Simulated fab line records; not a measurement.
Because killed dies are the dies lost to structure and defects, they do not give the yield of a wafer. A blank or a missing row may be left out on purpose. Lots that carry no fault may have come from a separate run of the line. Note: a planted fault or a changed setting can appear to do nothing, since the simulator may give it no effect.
Which tool was responsible?    flow gf180mcu    13 lots, 39 wafers sampled, at 5 steps of a route of 602

WHAT THE GAUGES READ, wafer by wafer
GF_M1_CD_MEAS_14: target cd 230 nm. Usual: cd nm 229.8 nm, standard deviation 1.
lot   measured      on         cd nm (nm)         flag
L693  day 16 19:59  cd sem-02  228.5 228.6 228.8  
L694  day 17 11:54  cd sem-02  230.1 230.2 229.8  
L696  day 17 19:08  cd sem-02  229.5 228.5 228.0  
L698  day 18 12:34  cd sem-02  229.6 229.2 230.7  
L700  day 19 10:56  cd sem-02  231.0 229.6 229.5  
L701  day 19 21:52  cd sem-01  229.7 231.1 229.7  
L702  day 20 11:39  cd sem-01  230.9 230.4 230.0  
L703  day 20 12:34  cd sem-01  229.9 230.1 228.6  
L705  day 21 04:07  cd sem-01  229.6 230.1 230.4  
L713  day 23 23:24  cd sem-01  229.7 228.8 229.4  
L714  day 24 09:53  cd sem-01  230.1 230.9 229.4  
L715  day 24 10:58  cd sem-02  231.0 232.1 230.5  
L716  day 24 23:18  cd sem-01  229.8 229.9 230.8  

GF_M2_THK_MEAS_06: measures by xrf. Usual: M2_ALCU_THK gives 457 nm (standard deviation 7.6).
lot   measured      on             M2_ALCU_THK (nm)  flag
L693  day 17 22:49  film metro-02  452 455 456       
L694  day 18 14:25  film metro-04  453 457 452       
L696  day 18 22:41  film metro-02  458 457 453       
L698  day 19 16:22  film metro-04  443 442 442       
L700  day 20 14:46  film metro-03  459 461 467       
L701  day 21 01:25  film metro-03  462 463 465       
L702  day 21 15:08  film metro-02  457 451 454       
L703  day 21 16:40  film metro-04  449 455 454       
L705  day 22 07:03  film metro-03  459 463 456       
L713  day 25 00:08  film metro-03  466 464 465       
L714  day 25 10:37  film metro-03  461 457 465       
L715  day 25 11:31  film metro-03  462 466 456       
L716  day 25 23:40  film metro-04  445 451 445       

GF_M2_CD_MEAS_14: target cd 280 nm. Usual: cd nm 279.6 nm, standard deviation 1.3.
lot   measured      on         cd nm (nm)         flag
L693  day 18 23:18  cd sem-01  279.1 281.1 279.6  
L694  day 19 14:53  cd sem-01  278.7 279.4 279.0  
L696  day 19 23:32  cd sem-02  280.7 280.3 280.5  
L698  day 20 17:41  cd sem-01  277.9 279.1 277.7  
L700  day 21 15:34  cd sem-01  277.8 278.3 279.4  
L701  day 22 00:27  cd sem-02  279.7 279.4 279.6  
L702  day 22 13:48  cd sem-02  278.1 279.0 278.7  
L703  day 22 15:45  cd sem-02  278.6 278.9 278.0  
L705  day 23 06:04  cd sem-02  279.5 275.4 275.5  
L713  day 25 20:53  cd sem-01  280.7 280.5 280.2  
L714  day 26 06:58  cd sem-01  281.4 280.8 280.4  
L715  day 26 08:34  cd sem-01  279.9 280.7 280.2  
L716  day 26 19:56  cd sem-01  278.0 278.1 279.5  

GF_V2_OVL_MEAS_15. Usual: V2_OVL gives -3 nm (standard deviation 4.5).
lot   measured      on          V2_OVL (nm)  flag
L693  day 20 01:54  overlay-02  4 1 -4       
L694  day 20 17:56  overlay-01  -9 -6 -6     
L696  day 21 01:48  overlay-02  -1 3 -2      
L698  day 21 19:03  overlay-02  -2 -6 -3     
L700  day 22 15:57  overlay-02  3 -5 -1      
L701  day 23 01:27  overlay-01  -1 3 -2      
L702  day 23 13:48  overlay-02  -4 -5 0      
L703  day 23 15:06  overlay-01  -4 3 9       
L705  day 24 06:13  overlay-02  7 8 -8       
L713  day 26 18:38  overlay-02  -3 -8 -6     
L714  day 27 03:43  overlay-02  1 -4 -4      
L715  day 27 05:54  overlay-01  -3 0 2       
L716  day 27 17:45  overlay-02  -8 -6 -12    

TOOL THAT RAN EACH LOT (tool first, then ch and the chambers of the sampled wafers, then the start)
lot   GF_M2_PEB_12
L693  litho track-02 ch 0, day 18 22:57
L694  litho track-04 ch 0, day 19 14:32
L696  litho track-02 ch 0, day 19 23:13
L698  litho track-02 ch 0, day 20 16:48
L700  litho track-02 ch 0, day 21 15:14
L701  litho track-04 ch 0, day 22 00:08
L702  litho track-04 ch 0, day 22 13:29
L703  litho track-02 ch 0, day 22 15:24
L705  litho track-04 ch 0, day 23 05:43
L713  litho track-02 ch 0, day 25 20:34
L714  litho track-02 ch 0, day 26 06:38
L715  litho track-03 ch 0, day 26 08:13
L716  litho track-02 ch 0, day 26 19:37
- GF_M2_PEB_12: peb time 90 s.

WHAT THE TOOLS THEMSELVES READ (means of the sampled wafers that have a number; where no wafer has one, the mark that the record gives instead)
GF_M2_PEB_12. Usual: chill plate temp C 23.00 C, standard deviation 0.11.
lot   tool            chill plate temp C (C)  flag
L693  litho track-02  23.01                   
L694  litho track-04  23.02                   
L696  litho track-02  22.99                   
L698  litho track-02  23.01                   
L700  litho track-02  23.05                   
L701  litho track-04  22.91                   
L702  litho track-04  23.02                   
L703  litho track-02  23.09                   
L705  litho track-04  23.04                   
L713  litho track-02  23.06                   
L714  litho track-02  22.99                   
L715  litho track-03  22.94                   
L716  litho track-02  22.97                   

THE ANSWER, worked out from the rows above alone
Rule: a lot is off if the mean of its wafers that have a number lies more than 3 standard deviations from the usual mean. A lot without any number at a reading at which 4 lots or more have one is off too. Where the step has rows for the other lots, those lots are counted as sound. After the gauges, taken in route order, come the tools' own readings; for these a lot's mean is taken, as printed above. At the first step where some lot is off, the reading lying furthest off is the one used; lots without a number count as furthest.
Across all readings shown, no lot is off: no conclusion can be drawn from this.

WHAT THE SIMULATOR HAD PUT IN
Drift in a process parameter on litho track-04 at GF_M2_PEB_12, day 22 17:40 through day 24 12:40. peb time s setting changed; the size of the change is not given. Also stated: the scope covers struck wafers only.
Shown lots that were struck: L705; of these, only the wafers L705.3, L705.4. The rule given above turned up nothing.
